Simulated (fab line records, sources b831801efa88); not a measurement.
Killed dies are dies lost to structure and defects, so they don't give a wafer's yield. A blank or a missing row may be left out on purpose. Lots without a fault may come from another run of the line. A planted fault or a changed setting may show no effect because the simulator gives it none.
Which tool did it? | flow gf180mcu | 13 lots, 39 wafers sampled, at 2 steps of a route of 602

WHAT THE GAUGES READ, wafer by wafer
GF_V4_CD_MEAS_14: target cd 260 nm. Usual: cd_nm 259.9 nm, standard deviation 1.3.
lot  | measured     | on        | cd_nm (nm)        | flag
L295 | day 24 10:44 | cd_sem-01 | 262.1 261.6 263.5 |
L298 | day 25 13:16 | cd_sem-01 | 258.9 258.5 258.6 |
L300 | day 26 08:24 | cd_sem-02 | 258.2 259.2 259.0 |
L301 | day 26 22:18 | cd_sem-01 | 259.5 259.8 259.8 |
L302 | day 26 23:18 | cd_sem-02 | 258.7 259.4 258.8 |
L303 | day 27 12:27 | cd_sem-02 | 259.3 259.4 259.5 |
L305 | day 28 03:56 | cd_sem-02 | 260.5 260.8 260.4 |
L306 | day 28 10:22 | cd_sem-01 | 261.4 260.5 262.1 |
L307 | day 28 11:24 | cd_sem-01 | 260.8 260.3 260.9 |
L308 | day 28 20:25 | cd_sem-01 | 259.8 259.0 259.2 |
L310 | day 29 09:18 | cd_sem-02 | 259.3 258.1 258.4 |
L311 | day 29 14:53 | cd_sem-01 | 257.7 259.8 259.4 |
L314 | day 30 12:13 | cd_sem-01 | 259.5 260.0 259.6 |

WHICH TOOL RAN EACH LOT (tool, then ch and the chambers of the sampled wafers, then the start)
lot  | GF_V2_STRIP_18
L295 | plasma_asher-01 ch 0,1, day 20 08:22
L298 | plasma_asher-03 ch 0,1, day 21 14:53
L300 | plasma_asher-03 ch 0,1, day 22 10:35
L301 | plasma_asher-02 ch 0,1, day 23 02:03
L302 | plasma_asher-02 ch 0,1, day 23 03:01
L303 | plasma_asher-02 ch 0,1, day 23 17:41
L305 | plasma_asher-01 ch 0,1, day 24 08:58
L306 | plasma_asher-01 ch 0,1, day 24 18:36
L307 | plasma_asher-02 ch 0,1, day 24 19:46
L308 | plasma_asher-02 ch 0,1, day 25 05:28
L310 | plasma_asher-02 ch 0,1, day 25 20:59
L311 | plasma_asher-02 ch 0,1, day 26 03:39
L314 | plasma_asher-03 ch 0,1, day 27 02:24
- GF_V2_STRIP_18: strips in O2/N2.

WHAT THE TOOLS THEMSELVES READ (means of the sampled wafers that have a number; where no wafer has one, the mark that the record gives instead)
GF_V2_STRIP_18. Usual: drypump_motor_current_A 5.63 A, standard deviation 0.28; heater_power_w 367 W, standard deviation 67; oes_product_au 0.593 a.u., standard deviation 0.0053.
lot  | tool            | drypump_motor_current_A (A) | heater_power_w (W) | oes_product_au (a.u.) | flag
L295 | plasma_asher-01 | 5.82                        | 388                | 0.594                 |
L298 | plasma_asher-03 | 5.32                        | 347                | 0.591                 |
L300 | plasma_asher-03 | 5.28                        | 339                | 0.594                 |
L301 | plasma_asher-02 | 5.58                        | 328                | 0.597                 |
L302 | plasma_asher-02 | 5.58                        | 324                | 0.595                 |
L303 | plasma_asher-02 | 5.76                        | 326                | 0.592                 |
L305 | plasma_asher-01 | 5.85                        | 451                | 0.601                 |
L306 | plasma_asher-01 | 5.86                        | 448                | 0.591                 |
L307 | plasma_asher-02 | 5.57                        | 329                | 0.593                 |
L308 | plasma_asher-02 | 5.75                        | 316                | 0.594                 |
L310 | plasma_asher-02 | 5.59                        | 330                | 0.593                 |
L311 | plasma_asher-02 | 5.75                        | 329                | 0.589                 |
L314 | plasma_asher-03 | 5.34                        | 352                | 0.592                 |

THE ANSWER, worked out from the rows above alone
Rule: a lot is off if the mean of its wafers that have a number lies more than 3 standard deviations from the usual mean. A lot without any number at a reading at which 4 lots or more have one is off too. The other lots that the step has rows for count as sound. The gauges are gone through in route order, then the tools' own readings, and for those a lot's mean is taken as printed above. The first step at which some lot is off is used, and at that step the reading that is off furthest; a lot without a number counts as furthest.
No lot is off at any reading shown: from this, nothing can be told.

WHAT THE SIMULATOR HAD PUT IN
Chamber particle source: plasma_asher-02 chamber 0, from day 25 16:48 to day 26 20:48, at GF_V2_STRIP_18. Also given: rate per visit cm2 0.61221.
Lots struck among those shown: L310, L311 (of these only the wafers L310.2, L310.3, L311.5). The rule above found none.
